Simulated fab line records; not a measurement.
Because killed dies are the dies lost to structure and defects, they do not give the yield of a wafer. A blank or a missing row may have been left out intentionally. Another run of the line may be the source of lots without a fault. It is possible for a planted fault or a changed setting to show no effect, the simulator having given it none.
Which tool is to blame? || flow sky130 || at 1 step of a route of 708, 7 lots with 21 wafers sampled

WHAT THE GAUGES SHOWED, per wafer
SKY_SONOS_ONO_CD_MEAS_13: the cd target is 410 nm.
{"lot": "L412", "measured": "day 12 16:50", "on": "cd sem-01", "cd nm (nm)": "409.2 410.4 409.8"}
{"lot": "L414", "measured": "day 13 08:28", "on": "cd sem-01", "cd nm (nm)": "405.4 406.2 408.6"}
{"lot": "L417", "measured": "day 14 12:41", "on": "cd sem-02", "cd nm (nm)": "408.5 408.1 410.7"}
{"lot": "L420", "measured": "day 16 02:31", "on": "cd sem-01", "cd nm (nm)": "411.3 412.1 411.5"}
{"lot": "L425", "measured": "day 18 15:44", "on": "cd sem-01", "cd nm (nm)": "415.0 412.0 413.5"}
{"lot": "L430", "measured": "day 19 08:11", "on": "cd sem-02", "cd nm (nm)": "410.8 409.6 410.5"}
{"lot": "L432", "measured": "day 20 12:37", "on": "cd sem-02", "cd nm (nm)": "409.9 407.5 407.0"}

WHICH TOOL RAN EACH LOT (tool, then ch and the chambers of the sampled wafers, then the start)
No process step before these readings appears in the record.

THE ANSWER, worked out from the rows above alone
Rule: usual is defined by the lots themselves. The widest of any qualifying gaps counts: lots, ordered by their means at a reading, are off when they make up no more than a third of the lots, leave a main group of 4 or more, and stand apart from it by 3 or more times the standard deviation of that group's means. If all means in a main group match to the digits the tables above print for the reading, that group is not used. Also off: a lot with no number at a reading for which 4 or more lots have one. Any other lot the step has rows for is counted as sound.
No lot is off on any of the readings shown, so nothing can be concluded from this.

WHAT THE SIMULATOR HAD PUT IN
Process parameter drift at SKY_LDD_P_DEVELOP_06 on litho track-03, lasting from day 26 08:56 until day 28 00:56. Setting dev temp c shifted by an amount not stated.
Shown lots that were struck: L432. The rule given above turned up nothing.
